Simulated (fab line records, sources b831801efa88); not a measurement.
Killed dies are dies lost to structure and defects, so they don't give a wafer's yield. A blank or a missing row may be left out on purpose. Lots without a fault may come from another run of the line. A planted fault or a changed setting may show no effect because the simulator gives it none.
Chamber matching | flow gf180mcu | GF_V5_CMP_04 on cmp-01: 4 sister chambers
The step polishes SiO2. 8 wafers are shown with their chamber, then 8 later ones without.

WAFERS WITH THEIR CHAMBER
wafer  | chamber | motor_current_A (A)
L291.2 | 1       | 12.3
L291.3 | 2       | 13.8
L292.4 | 2       | 13.2
L292.5 | 3       | 12.1
L304.2 | 1       | 11.6
L304.3 | 3       | 11.0
L304.6 | 0       | 11.3
L306.1 | 0       | 11.5

WAFERS WITHOUT THEIR CHAMBER
wafer  | motor_current_A (A)
L306.4 | 11.9
L306.6 | 11.8
L309.3 | 14.1
L309.5 | 11.5
L309.6 | 12.4
L311.2 | 13.8
L311.3 | 11.3
L311.6 | 11.5

WHICH CHAMBER EACH WENT THROUGH
wafer  | from the rows above               | in truth
L306.4 | can't be placed: 1 or 3 or 0      | 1
L306.6 | can't be placed: 1 or 3 or 0      | 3
L309.3 | 2                                 | 2
L309.5 | can't be placed: 3 or 0 or 1      | 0
L309.6 | can't be placed: 1 or 3 or 0 or 2 | 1
L311.2 | 2                                 | 2
L311.3 | can't be placed: 0 or 3 or 1      | 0
L311.6 | can't be placed: 3 or 0 or 1      | 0
Placed correctly: 2 of 8. Can't be placed from these rows: 6 (the true chamber is among the candidates in 6). Placed wrongly: 0.
How it was worked out, from the rows above alone: a wafer's distance from a chamber is the root of the sum, over the readings, of the square of ((its reading less the chamber's mean) divided by the reading's scatter). The wafer belongs to the nearest chamber; if the next one is less than 2 further off, it can't be placed. A chamber's mean is the mean of its shown wafers. The scatter: the root of (the sum of the squares of (reading less its chamber's mean) over the shown wafers, divided by (wafers less chambers)).
